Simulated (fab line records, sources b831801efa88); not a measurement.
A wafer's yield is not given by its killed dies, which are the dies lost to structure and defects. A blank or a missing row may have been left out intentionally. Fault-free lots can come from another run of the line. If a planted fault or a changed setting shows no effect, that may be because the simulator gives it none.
Problem report, 8D (eight disciplines) form, completed by code | flow sky130 | the parts of the form that need people (team, actions taken, sign-off) are left out

1. WHAT IS WRONG
Wafers free of any fault read 639.7 (standard deviation 2.5) for LDD_P_TW at SKY_LDD_P_TW_MEAS_11, against a mean of 662.5 on 6 wafers of 2 lots. Relative to the usual mean, that is a shift of +9.1 standard deviations.
Seen first at day 24 22:07 on film_metro-03, wafer L403.2. The record holds 36 wafers of 12 lots with a number at this step. The rule behind "out" and "out of limits": a value lying over 4 standard deviations away from the usual mean. The other wafers with a number count as sound.

2. WHAT IT IS AND WHAT IT IS NOT
question                    | is                           | is not
which readings at this step | LDD_P_TW                     | -
which lots                  | L403, L406                   | L387, L389, L390, L391, L392, L393, L394, L396, L397, L400
which wafers of those lots  | all that have a number       | -
read on which gauges        | film_metro-03, film_metro-04 | film_metro-01
when                        | from day 24 22:07            | up to then (30 sound wafers)

3. SUSPECTS, AND WHAT RULES EACH OUT
Counting: a tool at a process step up to the reading stays a suspect if it ran every lot that is out and no sound lot after the first of them.
- ruled out: the gauge at SKY_LDD_P_TW_MEAS_11. 2 gauges (film_metro-03, film_metro-04) read the wafers that are out.
- implanter-01 at SKY_LDD_P_IMPLANT_09: kept. It ran every lot that is out, first L403 (day 24 21:53), and no sound lot after that; its last sound lot up to then is L394 (day 21 21:49). On those wafers its own readings are out: beam_energy_keV.
Remaining after the count: implanter-01 at SKY_LDD_P_IMPLANT_09.

4. THE CAUSE (what the simulator had put in)
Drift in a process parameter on implanter-01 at SKY_LDD_P_IMPLANT_09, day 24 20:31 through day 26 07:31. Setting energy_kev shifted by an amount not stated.
After counting, this tool was the only one left.

5. THE CHAIN OF EFFECTS, in route order
Each row: a reading whose mean over the struck wafers that have a number lies more than 3 standard deviations from the usual. Readings are gone through only where the record gives a usual standard deviation; hours: the median, over the lots, of the time from a lot's start at the first step in this table giving one to that lot's start at this step; sigmas: the change measured in usual standard deviations.
hours | step                 | reading         | usual  | on struck wafers | change | sigmas
0     | SKY_LDD_P_IMPLANT_09 | beam_energy_keV | 25.002 | 28.665           | +3.663 | +99 or more
0     | SKY_LDD_P_TW_MEAS_11 | LDD_P_TW        | 639.7  | 662.5            | +22.8  | +9.1
Process steps it contains:
- SKY_LDD_P_IMPLANT_09

6. HOW IT WOULD HAVE BEEN CAUGHT EARLIER
The first out-of-limits reading at a measuring or inspecting step in this record came at day 24 22:07, 2 hours after the fault's start at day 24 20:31.
At SKY_LDD_P_IMPLANT_09, the tool's own readings (beam_energy_keV) were out on each struck wafer the step has a row for, so an alarm limit on them would have fired on the first such wafer.
Lots out: 2; of these, L406 started SKY_LDD_P_IMPLANT_09 on implanter-01 after day 24 22:07. Putting the tool on hold at that point would have spared it.
